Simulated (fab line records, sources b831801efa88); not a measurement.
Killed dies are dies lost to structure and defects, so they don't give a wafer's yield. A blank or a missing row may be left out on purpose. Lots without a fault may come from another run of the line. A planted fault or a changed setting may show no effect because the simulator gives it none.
Split-lot experiment | flow sfq_line | 5 lots, 23 wafers read, on a route of 325 steps

THE SPLIT
At SFQ_TRILAYER_M8_LITHO_COAT_193 (resist thk 600 nm), the setting spin_rpm was moved away from the recipe's 3000 rpm on 7 of the 23 wafers read, by -7.0% to -5.4%. The other wafers ran this setting at the recipe's value.

The reading is taken at the split's own step.

THE READING
KrF_of_TRILAYER_M8_LITHO_COAT_193.thk_nm (the simulator's own value, which no gauge read), in nm, at SFQ_TRILAYER_M8_LITHO_COAT_193 (resist thk 600 nm). The file gives no usual value for it. The 16 wafers here that ran the recipe average 600.0 nm, standard deviation 2.3 nm.

wafer  | tool, chamber at the split | spin_rpm as run, rpm | against the recipe | KrF_of_TRILAYER_M8_LITHO_COAT_193.thk_nm, nm | against lot-mates on the recipe
L074.1 | litho_track-03, 0          | 3000                 | recipe             | 597.5                                        | -
L074.2 | litho_track-03, 0          | 3000                 | recipe             | 598.4                                        | -
L074.3 | litho_track-03, 0          | 2809                 | -6.4%              | 621                                          | +23.0
L074.4 | litho_track-03, 0          | 2809                 | -6.4%              | 619.3                                        | +21.3
L074.5 | litho_track-03, 0          | 2809                 | -6.4%              | 618.1                                        | +20.1
L077.1 | litho_track-02, 0          | 3000                 | recipe             | 603.3                                        | -
L077.6 | litho_track-02, 0          | 3000                 | recipe             | 603.3                                        | -
L077.3 | litho_track-02, 0          | 3000                 | recipe             | 603.8                                        | -
L077.4 | litho_track-02, 0          | 3000                 | recipe             | 602.4                                        | -
L077.5 | litho_track-02, 0          | 3000                 | recipe             | 603                                          | -
L078.1 | litho_track-03, 0          | 3000                 | recipe             | 597                                          | -
L078.2 | litho_track-03, 0          | 3000                 | recipe             | 598.8                                        | -
L078.3 | litho_track-03, 0          | 2839                 | -5.4%              | 614.2                                        | +15.9
L078.5 | litho_track-03, 0          | 2839                 | -5.4%              | 614.6                                        | +16.3
L078.6 | litho_track-03, 0          | 3000                 | recipe             | 599.1                                        | -
L080.2 | litho_track-03, 0          | 3000                 | recipe             | 598.1                                        | -
L080.5 | litho_track-03, 0          | 3000                 | recipe             | 598.6                                        | -
L080.6 | litho_track-03, 0          | 3000                 | recipe             | 601.3                                        | -
L083.1 | litho_track-02, 0          | 2790                 | -7.0%              | 619.7                                        | +21.1
L083.3 | litho_track-02, 0          | 2790                 | -7.0%              | 619.7                                        | +21.1
L083.2 | litho_track-02, 0          | 3000                 | recipe             | 598                                          | -
L083.5 | litho_track-02, 0          | 3000                 | recipe             | 598.6                                        | -
L083.6 | litho_track-02, 0          | 3000                 | recipe             | 599.1                                        | -

THE FIT
A straight line over all 23 wafers: KrF_of_TRILAYER_M8_LITHO_COAT_193.thk_nm changes by -2.89 nm for each +1% of spin_rpm; r = -0.97; the points scatter about the line by 2.1 nm.
The same after taking each lot's own level away (the mean of its wafers on the recipe; 23 wafers): -3.17 nm for each +1%; r = -0.99; scatter 1.1 nm.
On that fit, the largest move of spin_rpm shifts the reading by 22 nm.
The lots' own levels span 597.95 to 603.16 nm, that is 2.3 times the standard deviation above.
So the lot-to-lot level changes the slope little: the two slopes agree.
Check: with one of the wafers moved furthest among these (-7.0%) left out of the fit, the line predicts +22.4 nm for it against its lot-mates. It came out at +21.1 nm against them.

OTHER SPLITS ON THESE WAFERS
These wafers also went through other splits before the reading. Each is held against what the fit with the lots' levels taken away leaves over:
other split on the same wafers                    | wafers away from the commonest value | r with KrF_of_TRILAYER_M8_LITHO_COAT_193.thk_nm (lot level and that fit taken away)
SFQ_TRILAYER_M6_LITHO_COAT_159 resist_thk_nm      | 6                                    | -0.19
SFQ_TRILAYER_I6_VIA_LITHO_COAT_169 spin_rpm       | 10                                   | +0.21
SFQ_TRILAYER_M7_LITHO_COAT_182 spin_rpm           | 8                                    | -0.04
SFQ_TRILAYER_M7_LITHO_EXPOSE_178 dose_mj          | 11                                   | +0.35
SFQ_TRILAYER_I7_VIA_LITHO_COAT_192 resist_thk_nm  | 9                                    | -0.18
SFQ_TRILAYER_I7_VIA_BARC_OPEN_VIA_ETCH_260 time_s | 10                                   | -0.02

THE FILE'S OWN FIT
KrF_of_TRILAYER_M8_LITHO_COAT_193.thk_nm changes by -3.14 nm for each +1% of spin_rpm, r = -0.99.
